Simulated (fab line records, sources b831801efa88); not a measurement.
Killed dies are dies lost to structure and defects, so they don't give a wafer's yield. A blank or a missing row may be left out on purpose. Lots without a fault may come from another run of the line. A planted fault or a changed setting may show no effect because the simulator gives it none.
Chamber matching | flow sfq_line | SFQ_TRILAYER_I1_CMP_CMP_046 on cmp-01: 4 sister chambers
The step polishes SiO2. 4 wafers are shown with their chamber, then 8 later ones without.

WAFERS WITH THEIR CHAMBER
wafer  | chamber | motor_current_A (A)
L399.3 | 1       | 11.4
L399.4 | 3       | 10.6
L399.6 | 0       | 9.8
L400.4 | 2       | 9.0

WAFERS WITHOUT THEIR CHAMBER
wafer  | motor_current_A (A)
L400.3 | 9.8
L400.6 | 10.2
L401.2 | 9.8
L401.3 | 10.3
L401.4 | 10.7
L402.1 | 10.6
L402.4 | 9.8
L402.5 | 9.2

WHICH CHAMBER EACH WENT THROUGH
wafer  | from the rows above     | in truth
L400.3 | 0                       | 0
L400.6 | can't be placed: 0 or 3 | 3
L401.2 | 0                       | 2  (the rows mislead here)
L401.3 | can't be placed: 3 or 0 | 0
L401.4 | 3                       | 3
L402.1 | 3                       | 3
L402.4 | 0                       | 0
L402.5 | 2                       | 2
Placed correctly: 5 of 8. Can't be placed from these rows: 2 (the true chamber is among the candidates in 2). Placed wrongly: 1.
How it was worked out, from the rows above alone: a wafer's distance from a chamber is the root of the sum, over the readings, of the square of ((its reading less the chamber's mean) divided by the reading's scatter). The wafer belongs to the nearest chamber; if the next one is less than 2 further off, it can't be placed. A chamber's mean is the mean of its shown wafers. The scatter: with one shown wafer a chamber, the root of the mean of the squares of how far each hidden wafer lies from its nearest shown one.
